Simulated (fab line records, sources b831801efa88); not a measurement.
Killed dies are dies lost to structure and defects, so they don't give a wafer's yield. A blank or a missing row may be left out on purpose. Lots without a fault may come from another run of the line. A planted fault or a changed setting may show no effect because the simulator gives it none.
Which tool did it? | flow gf180mcu | 14 lots, 42 wafers sampled, at 4 steps of a route of 602

WHAT THE GAUGES READ, wafer by wafer
GF_VT_IMPLANT_OVL_MEAS_18.
lot  | measured     | on         | VT_IMPLANT_01_OVL (nm)
L377 | day 6 12:49  | overlay-02 | -0.2 -2.0 -1.5
L378 | day 6 19:24  | overlay-02 | -2.4 -2.2 -2.0
L379 | day 7 02:31  | overlay-02 | -0.3 -0.2 0.0
L380 | day 7 07:55  | overlay-01 | 3.0 1.4 1.5
L381 | day 7 13:22  | overlay-01 | 1.5 -0.6 0.2
L383 | day 8 03:45  | overlay-02 | -0.5 0.2 -0.6
L384 | day 8 09:16  | overlay-02 | 0.4 -1.0 0.5
L385 | day 8 13:24  | overlay-01 | -1.4 -0.4 0.2
L386 | day 8 20:04  | overlay-01 | -0.1 -0.7 0.7
L392 | day 10 10:54 | overlay-01 | -0.8 -1.5 -1.6
L393 | day 10 19:28 | overlay-01 | -1.3 -1.1 -2.0
L394 | day 10 22:55 | overlay-01 | -3.4 -3.9 -4.0
L398 | day 12 00:58 | overlay-02 | 0.0 -0.2 0.5
L399 | day 12 06:25 | overlay-02 | 0.1 -0.6 -0.8

GF_POLY_GATE_CD_MEAS_18.
lot  | measured     | on        | cd_nm (nm)
L377 | day 9 15:51  | cd_sem-02 | 280.0 281.5 282.3
L378 | day 9 20:49  | cd_sem-01 | 280.5 281.5 279.0
L379 | day 10 04:41 | cd_sem-01 | 278.3 277.9 284.5
L380 | day 10 11:53 | cd_sem-02 | 280.6 280.4 279.7
L381 | day 10 19:27 | cd_sem-02 | 281.3 276.1 277.8
L383 | day 11 10:34 | cd_sem-01 | 280.5 279.9 280.2
L384 | day 11 16:04 | cd_sem-02 | 280.0 282.3 283.3
L385 | day 11 20:32 | cd_sem-01 | 280.3 280.2 281.3
L386 | day 12 02:27 | cd_sem-01 | 281.2 283.0 281.6
L392 | day 14 02:25 | cd_sem-02 | 281.4 278.0 279.6
L393 | day 14 11:36 | cd_sem-02 | 281.5 277.4 281.9
L394 | day 14 13:43 | cd_sem-01 | 278.2 279.8 281.9
L398 | day 15 19:47 | cd_sem-01 | 279.7 282.1 281.3
L399 | day 16 02:05 | cd_sem-02 | 283.4 281.3 280.5

WHICH TOOL RAN EACH LOT (tool, then ch and the chambers of the sampled wafers, then the start)
lot  | GF_VT_IMPLANT_STRIP_31               | GF_POLY_GATE_PEB_08
L377 | plasma_asher-04 ch 0,1, day 7 04:23  | litho_track-02 ch 0, day 9 12:47
L378 | plasma_asher-03 ch 0, day 7 11:47    | litho_track-03 ch 0, day 9 17:49
L379 | plasma_asher-03 ch 0,1, day 7 17:57  | litho_track-02 ch 0, day 10 02:36
L380 | plasma_asher-03 ch 0,1, day 7 23:40  | litho_track-02 ch 0, day 10 09:07
L381 | plasma_asher-04 ch 0,1, day 8 05:05  | litho_track-02 ch 0, day 10 16:47
L383 | plasma_asher-01 ch 0,1, day 8 20:21  | litho_track-02 ch 0, day 11 08:30
L384 | plasma_asher-03 ch 0,1, day 9 01:51  | litho_track-02 ch 0, day 11 13:57
L385 | plasma_asher-04 ch 0, day 9 06:47    | litho_track-04 ch 0, day 11 18:27
L386 | plasma_asher-04 ch 0,1, day 9 12:41  | litho_track-02 ch 0, day 12 00:23
L392 | plasma_asher-03 ch 0,1, day 11 05:36 | litho_track-03 ch 0, day 13 23:25
L393 | plasma_asher-01 ch 0,1, day 11 14:11 | litho_track-04 ch 0, day 14 08:08
L394 | plasma_asher-03 ch 0,1, day 11 18:12 | litho_track-03 ch 0, day 14 11:38
L398 | plasma_asher-04 ch 0,1, day 12 20:26 | litho_track-04 ch 0, day 15 16:56
L399 | plasma_asher-04 ch 0,1, day 13 02:53 | litho_track-03 ch 0, day 16 00:01
- GF_VT_IMPLANT_STRIP_31: strips in O2/N2.
- GF_POLY_GATE_PEB_08: peb time 90 s.

WHAT THE TOOLS THEMSELVES READ (means of the sampled wafers that have a number; where no wafer has one, the mark that the record gives instead)
GF_VT_IMPLANT_STRIP_31.
lot  | tool            | drypump_motor_current_A (A) | heater_power_w (W) | oes_product_au (a.u.) | strip_time_to_endpoint_s (s)
L377 | plasma_asher-04 | 6.5                         | 394                | 0.713                 | 12.67
L378 | plasma_asher-03 | 6.2                         | 405                | 0.717                 | 12.63
L379 | plasma_asher-03 | 5.8                         | 374                | 0.716                 | 12.63
L380 | plasma_asher-03 | 5.8                         | 377                | 0.713                 | 12.64
L381 | plasma_asher-04 | 6.3                         | 356                | 0.718                 | 12.62
L383 | plasma_asher-01 | 5.8                         | 356                | 0.715                 | 12.68
L384 | plasma_asher-03 | 5.8                         | 375                | 0.714                 | 12.60
L385 | plasma_asher-04 | 6.1                         | 315                | 0.717                 | 12.60
L386 | plasma_asher-04 | 6.3                         | 356                | 0.717                 | 12.65
L392 | plasma_asher-03 | 5.3                         | 333                | 0.718                 | 12.67
L393 | plasma_asher-01 | 5.8                         | 355                | 0.718                 | 12.63
L394 | plasma_asher-03 | 5.3                         | 342                | 0.716                 | 12.63
L398 | plasma_asher-04 | 6.5                         | 392                | 0.712                 | 12.67
L399 | plasma_asher-04 | 6.5                         | 389                | 0.723                 | 12.69

GF_POLY_GATE_PEB_08.
lot  | tool           | heater_power_total_W (W) | resist_line_temp_C (C)
L377 | litho_track-02 | 85.65                    | 22.94
L378 | litho_track-03 | 85.67                    | 23.07
L379 | litho_track-02 | 85.69                    | 23.07
L380 | litho_track-02 | 85.72                    | 23.11
L381 | litho_track-02 | 85.73                    | 22.99
L383 | litho_track-02 | 85.64                    | 23.11
L384 | litho_track-02 | 87.97                    | 22.97
L385 | litho_track-04 | 85.64                    | 23.04
L386 | litho_track-02 | 87.95                    | 22.96
L392 | litho_track-03 | 85.65                    | 23.03
L393 | litho_track-04 | 85.69                    | 23.18
L394 | litho_track-03 | 85.63                    | 23.06
L398 | litho_track-04 | 85.69                    | 23.00
L399 | litho_track-03 | 85.69                    | 23.04

THE ANSWER, worked out from the rows above alone
Rule: what is usual is taken from the lots themselves. Put in order of their means at a reading, lots are off if they are a third of the lots or fewer, leave a main group of 4 or more, and stand apart from it by a gap of 3 or more times the standard deviation of the main group's means; of several such gaps the widest counts. A main group whose means are all the same, to the digits that the tables above print for the reading, isn't used. A lot without any number at a reading at which 4 lots or more have one is off too. The other lots that the step has rows for count as sound. The gauges are gone through in route order, then the tools' own readings, and for those a lot's mean is taken as printed above. The first step at which some lot is off is used, and at that step the reading that is off furthest; a lot without a number counts as furthest.
Off: L384, L386, at GF_POLY_GATE_PEB_08 (heater_power_total_W). The main group: mean 85.67 W, standard deviation 0.031.
A tool fits if, at that step or a process step before it, it ran every lot that is off, and no sound lot after the first of them. One fits: litho_track-02 at GF_POLY_GATE_PEB_08. Its last sound lot is L383 (day 11 08:30), its first lot that is off L384 (day 11 13:57): a fault that began between those two fits.
The tool's own readings at GF_POLY_GATE_PEB_08 bear it out: on the lots that are off they differ by more than 5 times the standard deviation of the sound lots' means. heater_power_total_W reads 87.96 W there against 85.67 W on the sound lots.

WHAT THE SIMULATOR HAD PUT IN
Process parameter drift: litho_track-02, from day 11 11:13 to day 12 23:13, at GF_POLY_GATE_PEB_08. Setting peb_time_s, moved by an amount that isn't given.
Lots struck among those shown: L384, L386. The rule above found the same.
